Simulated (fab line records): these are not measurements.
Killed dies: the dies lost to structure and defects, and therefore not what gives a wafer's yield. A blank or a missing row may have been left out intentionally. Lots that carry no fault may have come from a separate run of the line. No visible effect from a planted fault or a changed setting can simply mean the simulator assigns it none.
Struck lot and sound lot, side by side -- flow sky130 -- 35 out of 708 route steps
Sound: wafers L241.1, L241.2, L241.5. Struck: wafers L252.2, L252.3, L252.4. The cause is named last.
Order at every step that has rows: each side's tool, ch and its chambers, its first start. Under that, the readings that differ: sound wafers -- struck wafers -- difference of the means -- sigmas: that difference in standard deviations of wafers without a fault.
alike: readings whose means differ by less than 2 such deviations, and words and numbers that are the same on both sides. not compared: withheld readings, readings that some wafer has no value for, bounds like >300 that may hide the same value, and numbers for which the record gives no deviation and whose values overlap.
A row with sigmas, a row that says differs or no value, or rows on one side alone: a step with any of these is where the two part. Non-overlapping numbers with no deviation appear without sigmas and do not part them. Lack of a reading on every wafer of one side parts them only where that side has two or more wafers.

SKY_SD_P_CD_MEAS_07 targets a cd of 380 nm.
  sound: cdSem-01 at day 25 17:47; struck: cdSem-02 at day 29 19:12
  alike: cdNm
SKY_SD_P_OVL_MEAS_08:
  sound: overlay-01 at day 25 17:54; struck: overlay-02 at day 29 19:19
reading,sound,struck,difference,sigmas
SD_P_OVL (nm),-0.1 -1.0 -0.2,-3.4 -3.4 -4.3,-3.3,-3
after that, 1 step had no rows for these wafers: SKY_SD_P_IMPLANT_09.
SKY_SD_P_STRIP_10: strips in O2/N2.
  sound on plasmaAsher-01 ch 0,1, day 25 18:05; struck on plasmaAsher-02 ch 0,1, day 29 19:29
  alike: drypumpMotorCurrentA, oesProductAu, stripTimeToEndpointS
  not compared: rfHoursCounterH
SKY_SD_P_TW_MEAS_11:
  sound: filmMetro-01 at day 25 18:11; struck: filmMetro-01 at day 29 19:36
  alike: SD_P_TW
then, 7 steps without rows for these wafers: SKY_RES_XHIGH_DEHYDRATE_00 (time 60 s); SKY_RES_XHIGH_HMDS_01 (prime time 60 s); SKY_RES_XHIGH_COAT_02 (resist thk 1140 nm); SKY_RES_XHIGH_SOFTBAKE_03 (time 60 s); SKY_RES_XHIGH_EXPOSE_04 (exposes mask URPM, target cd 1270 nm); SKY_RES_XHIGH_PEB_05; SKY_RES_XHIGH_DEVELOP_06 (develop time 60 s).
SKY_RES_XHIGH_IMPLANT_07:
  sound on implanter-04 ch 0, day 26 23:01; struck on implanter-03 ch 0, day 30 23:16
  alike: faradayCurrentUA
SKY_RES_XHIGH_STRIP_08: strips in O2/N2.
  sound on plasmaAsher-04 ch 0,1, day 26 23:10; struck on plasmaAsher-01 ch 0,1, day 30 23:23
reading,sound,struck,difference,sigmas
oesProductAu (a.u.),0.697 0.706 0.717,0.686 0.680 0.687,-0.022,-5
stripTimeToEndpointS (s),14.32 14.36 14.34,15.10 15.10 15.10,+0.76,+18
  alike: drypumpMotorCurrentA
  not compared: rfHoursCounterH
SKY_RES_XHIGH_TW_MEAS_09:
  sound: filmMetro-02 at day 26 23:16; struck: filmMetro-04 at day 30 23:29
reading,sound,struck,difference,sigmas
RES_XHIGH_TW,1649 1648 1642,2047 2046 2038,+397,+28
then, 7 steps without rows for these wafers: SKY_SD_N_DEHYDRATE_00 (time 60 s); SKY_SD_N_HMDS_01 (prime time 60 s); SKY_SD_N_COAT_02 (resist thk 1140 nm); SKY_SD_N_SOFTBAKE_03 (time 60 s); SKY_SD_N_EXPOSE_04 (exposes mask NSDM, target cd 380 nm); SKY_SD_N_PEB_05; SKY_SD_N_DEVELOP_06 (develop time 60 s).
SKY_SD_N_CD_MEAS_07 targets a cd of 380 nm.
  sound: cdSem-01 at day 28 02:37; struck: cdSem-02 at day 32 01:38
  alike: cdNm
SKY_SD_N_OVL_MEAS_08:
  sound: overlay-02 at day 28 02:44; struck: overlay-02 at day 32 01:45
  alike: SD_N_OVL
then, 2 steps without rows for these wafers: SKY_SD_N_IMPLANT_09; SKY_SD_N_IMPLANT_10.
SKY_SD_N_STRIP_11: strips in O2/N2.
  sound on plasmaAsher-04 ch 0,1, day 28 03:04; struck on plasmaAsher-04 ch 0,1, day 32 02:05
reading,sound,struck,difference,sigmas
stripTimeToEndpointS (s),22.64 22.60 22.61,22.52 22.48 22.45,-0.13,-3
  alike: drypumpMotorCurrentA, oesProductAu
  not compared: rfHoursCounterH
SKY_SD_N_TW_MEAS_12:
  sound: filmMetro-01 at day 28 03:10; struck: filmMetro-01 at day 32 02:11
  alike: SD_N_TW
then, 1 step without rows for these wafers: SKY_SD_N_CLEAN_13 (cleans in SC1/SC2, time 150 s).
SKY_SD_N_RTA_14: time 2 s.
  sound on rtpAnneal-01 ch 0, day 28 03:16; struck on rtpAnneal-02 ch 0, day 32 02:18
  alike: lampPowerPct, wafer_temp_C_max
SKY_SD_N_RS_MEAS_16: the measuring method here is four-point-probe.
  sound: filmMetro-04 at day 28 03:27; struck: filmMetro-02 at day 32 02:29
  alike: SD_N_RS
SKY_SD_N_RS_MEAS_17: the measuring method here is four-point-probe.
  sound: filmMetro-04 at day 28 03:34; struck: filmMetro-02 at day 32 02:36
  alike: SD_P_RS
SKY_SD_N_RS_MEAS_18: the measuring method here is four-point-probe.
  sound: filmMetro-04 at day 28 03:41; struck: filmMetro-02 at day 32 02:43
reading,sound,struck,difference,sigmas
RES_XHIGH_RS (ohm/sq),327.1 325.2 326.0,200.8 200.8 201.0,-125.2,-99 or more
then, 1 step without rows for these wafers: SKY_SALICIDE_CLEAN_00 (cleans in HF-last, time 30 s).
-- the record jumps here: 17 days lie between the struck wafers' starts before and after (it left off in module SALICIDE and takes up again in module PAD_OPEN, whose first step shown is number 708 of the route) --
SKY_PAD_OPEN_PROBE_99:
  sound: prober-02 at day 45 22:03; struck: prober-02 at day 48 19:42
reading,sound,struck,difference,sigmas
model.etest.resXhighPo.lineOhmUm,5659 5608 5583,1836 1784 1830,-3800,
model.etest.resXhighPo.rsOhmSq,1958 1955 1931,647.7 624.9 651.9,-1306.5,
  alike: killed_at_M0_to_M3, killed_at_M4_up, killedAtContacts, killedAtFrontEnd, killedAtOther, killedDies, killedOpen, killedShort

## WHERE THEY PART
Last at SKY_SD_N_RS_MEAS_18 as far as this record goes, first at SKY_SD_P_OVL_MEAS_08. Later steps at which nothing parts them and some readings are alike: SKY_PAD_OPEN_PROBE_99.

WHY: whatever the simulator had introduced
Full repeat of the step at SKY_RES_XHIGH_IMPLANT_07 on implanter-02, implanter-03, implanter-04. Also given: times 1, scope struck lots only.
